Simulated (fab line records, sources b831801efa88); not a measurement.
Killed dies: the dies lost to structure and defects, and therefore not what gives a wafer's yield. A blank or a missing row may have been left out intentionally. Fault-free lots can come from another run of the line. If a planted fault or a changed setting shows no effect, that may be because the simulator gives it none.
Which of the tools did it?    flow sky130    Sampling: 13 lots, 39 wafers, 5 of 708 route steps

## WHAT THE GAUGES SHOWED, per wafer
SKY_LDD_N_OVL_MEAS_07. Usual: LDD_N_OVL typically reads -0.8 nm, with standard deviation 1.2.
lot   measured      on          LDD_N_OVL (nm)  flag
L429  day 19 04:03  overlay-01  -3.0 -2.6 -2.1  
L432  day 19 04:57  overlay-02  -1.7 0.1 -2.3   
L431  day 19 06:21  overlay-01  -2.0 -3.0 -2.2  
L434  day 19 06:38  overlay-02  1.4 -0.7 0.1    
L433  day 19 08:15  overlay-01  -0.3 -2.7 -1.4  
L437  day 20 20:09  overlay-01  -1.8 -1.0 -0.7  
L439  day 21 15:57  overlay-02  0.7 0.9 -1.7    
L442  day 22 10:02  overlay-02  2.1 0.6 -0.9    
L445  day 23 21:26  overlay-02  -1.0 -1.2 -1.3  
L446  day 23 22:41  overlay-02  -1.9 0.2 -1.4   
L447  day 24 13:35  overlay-01  0.7 -0.3 0.9    
L448  day 24 15:50  overlay-01  -1.1 -0.1 0.5   
L450  day 25 10:08  overlay-02  -0.2 -1.5 -1.7  

SKY_LDD_HVN_OVL_MEAS_07. Usual: LDD_HVN_OVL typically reads -1.1 nm, with standard deviation 1.5.
lot   measured      on          LDD_HVN_OVL (nm)   flag
L429  day 21 17:48  overlay-02  -1.0 -0.3 1.3      
L432  day 21 20:29  overlay-02  0.7 1.1 -1.1       
L431  day 21 21:36  overlay-01  -1.4 -1.2 -2.9     
L434  day 21 21:53  overlay-02  -87.1 -85.4 -88.2  OFF
L433  day 21 22:12  overlay-01  -88.3 -88.5 -85.4  OFF
L437  day 23 09:24  overlay-01  -87.4 -87.0 -85.9  OFF
L439  day 24 05:57  overlay-02  -2.1 -1.1 -1.3     
L442  day 24 22:38  overlay-01  -1.2 -1.5 0.1      
L445  day 26 10:33  overlay-01  -2.8 -0.6 -1.7     
L446  day 26 11:32  overlay-01  -1.7 -1.2 -2.3     
L447  day 27 02:56  overlay-02  -3.8 -2.8 -2.8     
L448  day 27 03:35  overlay-01  -1.6 -1.7 -2.6     
L450  day 27 20:56  overlay-01  -0.4 -0.4 -3.4     

SKY_LDD_LDN_OVL_MEAS_07. Usual: LDD_LDN_OVL typically reads 0.5 nm, with standard deviation 1.7.
lot   measured      on          LDD_LDN_OVL (nm)  flag
L429  day 24 06:03  overlay-01  1.6 2.1 1.5       
L432  day 24 09:26  overlay-02  -2.3 0.2 -0.3     
L431  day 24 09:45  overlay-02  0.7 1.2 1.1       
L434  day 24 11:08  overlay-01  -1.5 1.5 -0.6     
L433  day 24 11:24  overlay-02  1.3 2.4 -0.3      
L437  day 25 20:59  overlay-02  0.3 -1.4 0.9      
L439  day 26 16:45  overlay-01  -2.7 -2.2 -2.6    
L442  day 27 08:32  overlay-01  1.1 1.1 -1.2      
L445  day 28 18:44  overlay-01  -0.3 1.0 1.1      
L446  day 28 20:26  overlay-02  0.1 0.5 -1.0      
L447  day 29 11:44  overlay-01  0.7 1.4 0.9       
L448  day 29 12:08  overlay-01  -1.1 -2.0 -1.6    
L450  day 30 04:44  overlay-01  -2.9 -2.3 -3.0    

## WHAT TOOL EACH LOT RAN ON (gives the tool, then ch and the chambers of the sampled wafers, and finally the start)
lot   SKY_LDD_P_STRIP_10                    SKY_LDD_HVN_EXPOSE_04
L429  plasma_asher-02 ch 0,1, day 20 11:57  iline_stepper-01 ch 0, day 21 02:46
L432  plasma_asher-02 ch 0,1, day 20 13:40  iline_stepper-01 ch 0, day 21 05:34
L431  plasma_asher-01 ch 0,1, day 20 15:03  iline_stepper-02 ch 0, day 21 06:47
L434  plasma_asher-03 ch 0,1, day 20 15:04  iline_stepper-01 ch 0, day 21 07:01
L433  plasma_asher-01 ch 0,1, day 20 16:18  iline_stepper-01 ch 0, day 21 07:34
L437  plasma_asher-02 ch 0,1, day 22 04:00  iline_stepper-01 ch 0, day 22 19:28
L439  plasma_asher-02 ch 1, day 22 23:39    iline_stepper-02 ch 0, day 23 14:45
L442  plasma_asher-03 ch 0,1, day 23 17:51  iline_stepper-02 ch 0, day 24 08:31
L445  plasma_asher-03 ch 0,1, day 25 04:42  iline_stepper-02 ch 0, day 25 19:11
L446  plasma_asher-02 ch 0,1, day 25 06:15  iline_stepper-02 ch 0, day 25 20:23
L447  plasma_asher-01 ch 0,1, day 25 21:18  iline_stepper-02 ch 0, day 26 13:05
L448  plasma_asher-03 ch 0,1, day 25 22:26  iline_stepper-02 ch 0, day 26 13:46
L450  plasma_asher-02 ch 0,1, day 26 16:46  iline_stepper-02 ch 0, day 27 06:19
- SKY_LDD_P_STRIP_10: strips in O2/N2.
- SKY_LDD_HVN_EXPOSE_04: exposes mask HVNTM, target cd 700 nm.

## AS READ BY THE TOOLS THEMSELVES (means over the sampled wafers that have a number; for cases with no such wafer, the mark the record gives instead)
SKY_LDD_P_STRIP_10. Usual: drypump_motor_current_A 6.0 A, standard deviation 0.51; n2_flow_sccm 299.9 sccm, standard deviation 0.9; oes_product_au 0.716 a.u., standard deviation 0.005; strip_time_to_endpoint_s 14.19 s, standard deviation 0.05.
lot   tool             drypump_motor_current_A (A)  n2_flow_sccm (sccm)  oes_product_au (a.u.)  strip_time_to_endpoint_s (s)  flag
L429  plasma_asher-02  6.3                          299.9                0.716                  14.22                         
L432  plasma_asher-02  6.3                          299.5                0.717                  14.16                         
L431  plasma_asher-01  5.8                          299.6                0.713                  14.17                         
L434  plasma_asher-03  5.5                          299.5                0.716                  14.23                         
L433  plasma_asher-01  5.9                          299.8                0.718                  14.12                         
L437  plasma_asher-02  6.3                          300.0                0.719                  14.25                         
L439  plasma_asher-02  6.8                          301.1                0.716                  14.24                         
L442  plasma_asher-03  5.5                          300.0                0.717                  14.10                         
L445  plasma_asher-03  5.5                          301.1                0.714                  14.09                         
L446  plasma_asher-02  6.3                          299.4                0.714                  14.24                         
L447  plasma_asher-01  5.9                          300.4                0.723                  14.22                         
L448  plasma_asher-03  5.5                          300.4                0.719                  14.17                         
L450  plasma_asher-02  6.3                          300.6                0.713                  14.15                         

SKY_LDD_HVN_EXPOSE_04. Usual: stage_vel_mm_s 500.03 mm/s, standard deviation 0.25.
lot   tool              stage_vel_mm_s (mm/s)  flag
L429  iline_stepper-01  499.84                 
L432  iline_stepper-01  500.27                 
L431  iline_stepper-02  500.03                 
L434  iline_stepper-01  500.17                 
L433  iline_stepper-01  500.14                 
L437  iline_stepper-01  499.92                 
L439  iline_stepper-02  499.99                 
L442  iline_stepper-02  499.99                 
L445  iline_stepper-02  499.86                 
L446  iline_stepper-02  499.88                 
L447  iline_stepper-02  500.07                 
L448  iline_stepper-02  500.23                 
L450  iline_stepper-02  499.84                 

## THE ANSWER, worked out from the rows above alone
Rule: take the mean of a lot's wafers that have a number; if it is more than 3 standard deviations from the usual mean, the lot is off. Also off: a lot with no number at a reading for which 4 or more lots have one. Any other lot the step has rows for is counted as sound. Order of review: gauges by route order, followed by the tools' own readings, for which a lot's mean as printed above is used. The first step at which some lot is off is used, and at that step the reading that is off furthest; a lot without a number counts as furthest.
Off: at SKY_LDD_HVN_OVL_MEAS_07 (LDD_HVN_OVL), L434, L433, L437.
A tool fits if, at a process step before that reading, it ran every lot that is off, and no sound lot after the first of them. The gauges at SKY_LDD_HVN_OVL_MEAS_07 are tried like those tools. One candidate fits, namely iline_stepper-01 at SKY_LDD_HVN_EXPOSE_04. A fault onset in the window from L432 (day 21 05:34, its last sound lot) to L434 (day 21 07:01, its first lot off) fits.

## WHAT HAD BEEN PUT IN BY THE SIMULATOR
Scanner matching overlay: iline_stepper-01, from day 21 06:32 on, at SKY_LDD_HVN_EXPOSE_04. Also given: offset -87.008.
Lots struck among those shown: L434, L433, L437. The rule above reached the same finding.
